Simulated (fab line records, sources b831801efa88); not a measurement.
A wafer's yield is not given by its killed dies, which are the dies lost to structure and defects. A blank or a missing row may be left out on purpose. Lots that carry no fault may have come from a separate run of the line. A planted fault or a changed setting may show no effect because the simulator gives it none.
What tool caused it? / flow gf180mcu / 14 lots, 42 wafers sampled, at 2 steps of a route of 602

== WHAT EACH GAUGE READ, for each wafer ==
GF_M5_OVL_MEAS_08. Usual: M5_OVL gives 1 nm (standard deviation 5.4).
lot=L271; measured=day 27 02:04; on=overlay-01; M5_OVL (nm)=5 11 9; flag=
lot=L273; measured=day 27 13:34; on=overlay-02; M5_OVL (nm)=3 -1 9; flag=
lot=L274; measured=day 27 17:09; on=overlay-02; M5_OVL (nm)=-3 1 -2; flag=
lot=L275; measured=day 28 07:51; on=overlay-02; M5_OVL (nm)=-6 -1 -2; flag=
lot=L276; measured=day 28 13:16; on=overlay-01; M5_OVL (nm)=1 -3 3; flag=
lot=L277; measured=day 29 02:13; on=overlay-02; M5_OVL (nm)=6 7 12; flag=
lot=L278; measured=day 29 02:45; on=overlay-02; M5_OVL (nm)=9 9 0; flag=
lot=L279; measured=day 29 18:56; on=overlay-01; M5_OVL (nm)=2 -7 -1; flag=
lot=L281; measured=day 30 06:58; on=overlay-02; M5_OVL (nm)=-11 -6 -4; flag=
lot=L283; measured=day 30 21:57; on=overlay-01; M5_OVL (nm)=6 2 1; flag=
lot=L289; measured=day 32 01:28; on=overlay-01; M5_OVL (nm)=-3 -10 -2; flag=
lot=L290; measured=day 32 09:03; on=overlay-02; M5_OVL (nm)=-7 -1 -2; flag=
lot=L291; measured=day 32 14:31; on=overlay-01; M5_OVL (nm)=3 -4 -2; flag=
lot=L292; measured=day 32 20:59; on=overlay-01; M5_OVL (nm)=1 -3 -8; flag=

== WHAT TOOL EACH LOT RAN ON (gives the tool, then ch and the chambers of the sampled wafers, and finally the start) ==
lot=L271; GF_MIM_SPUTTER_09=pvd-sputter-03, day 25 07:52
lot=L273; GF_MIM_SPUTTER_09=pvd-sputter-02, day 25 21:09
lot=L274; GF_MIM_SPUTTER_09=pvd-sputter-03, day 25 23:58
lot=L275; GF_MIM_SPUTTER_09=pvd-sputter-02, day 26 15:37
lot=L276; GF_MIM_SPUTTER_09=pvd-sputter-02, day 26 22:05
lot=L277; GF_MIM_SPUTTER_09=pvd-sputter-01, day 27 10:38
lot=L278; GF_MIM_SPUTTER_09=pvd-sputter-02, day 27 10:59
lot=L279; GF_MIM_SPUTTER_09=pvd-sputter-01, day 28 03:47
lot=L281; GF_MIM_SPUTTER_09=pvd-sputter-03, day 28 16:26
lot=L283; GF_MIM_SPUTTER_09=pvd-sputter-03, day 29 08:27
lot=L289; GF_MIM_SPUTTER_09=pvd-sputter-02, day 30 14:10
lot=L290; GF_MIM_SPUTTER_09=pvd-sputter-03, day 30 21:42
lot=L291; GF_MIM_SPUTTER_09=pvd-sputter-03, day 31 03:25
lot=L292; GF_MIM_SPUTTER_09=pvd-sputter-03, day 31 11:35
- GF_MIM_SPUTTER_09: material TiN, target thk 35 nm, time 29.2 s.

== WHAT THE TOOLS THEMSELVES READ (means of the sampled wafers that have a number; where no wafer has one, the mark that the record gives instead) ==
GF_MIM_SPUTTER_09. Usual: throttle-valve-pct 29.4 %, standard deviation 1.
lot=L271; tool=pvd-sputter-03; throttle-valve-pct (%)=28.4; flag=
lot=L273; tool=pvd-sputter-02; throttle-valve-pct (%)=30.2; flag=
lot=L274; tool=pvd-sputter-03; throttle-valve-pct (%)=28.4; flag=
lot=L275; tool=pvd-sputter-02; throttle-valve-pct (%)=29.9; flag=
lot=L276; tool=pvd-sputter-02; throttle-valve-pct (%)=30.1; flag=
lot=L277; tool=pvd-sputter-01; throttle-valve-pct (%)=29.8; flag=
lot=L278; tool=pvd-sputter-02; throttle-valve-pct (%)=29.9; flag=
lot=L279; tool=pvd-sputter-01; throttle-valve-pct (%)=29.6; flag=
lot=L281; tool=pvd-sputter-03; throttle-valve-pct (%)=29.6; flag=
lot=L283; tool=pvd-sputter-03; throttle-valve-pct (%)=28.7; flag=
lot=L289; tool=pvd-sputter-02; throttle-valve-pct (%)=29.8; flag=
lot=L290; tool=pvd-sputter-03; throttle-valve-pct (%)=29.5; flag=
lot=L291; tool=pvd-sputter-03; throttle-valve-pct (%)=29.0; flag=
lot=L292; tool=pvd-sputter-03; throttle-valve-pct (%)=28.3; flag=

== THE ANSWER, worked out from the rows above alone ==
Rule: a lot is off if the mean of its wafers that have a number lies more than 3 standard deviations from the usual mean. Also off: a lot with no number at a reading for which 4 or more lots have one. All remaining lots with rows at the step are treated as sound. After the gauges, taken in route order, come the tools' own readings; for these a lot's mean is taken, as printed above. The first step at which some lot is off is used, and at that step the reading that is off furthest; a lot without a number counts as furthest.
None of the lots is off at any reading shown; this tells nothing.

== WHAT THE SIMULATOR HAD PUT IN ==
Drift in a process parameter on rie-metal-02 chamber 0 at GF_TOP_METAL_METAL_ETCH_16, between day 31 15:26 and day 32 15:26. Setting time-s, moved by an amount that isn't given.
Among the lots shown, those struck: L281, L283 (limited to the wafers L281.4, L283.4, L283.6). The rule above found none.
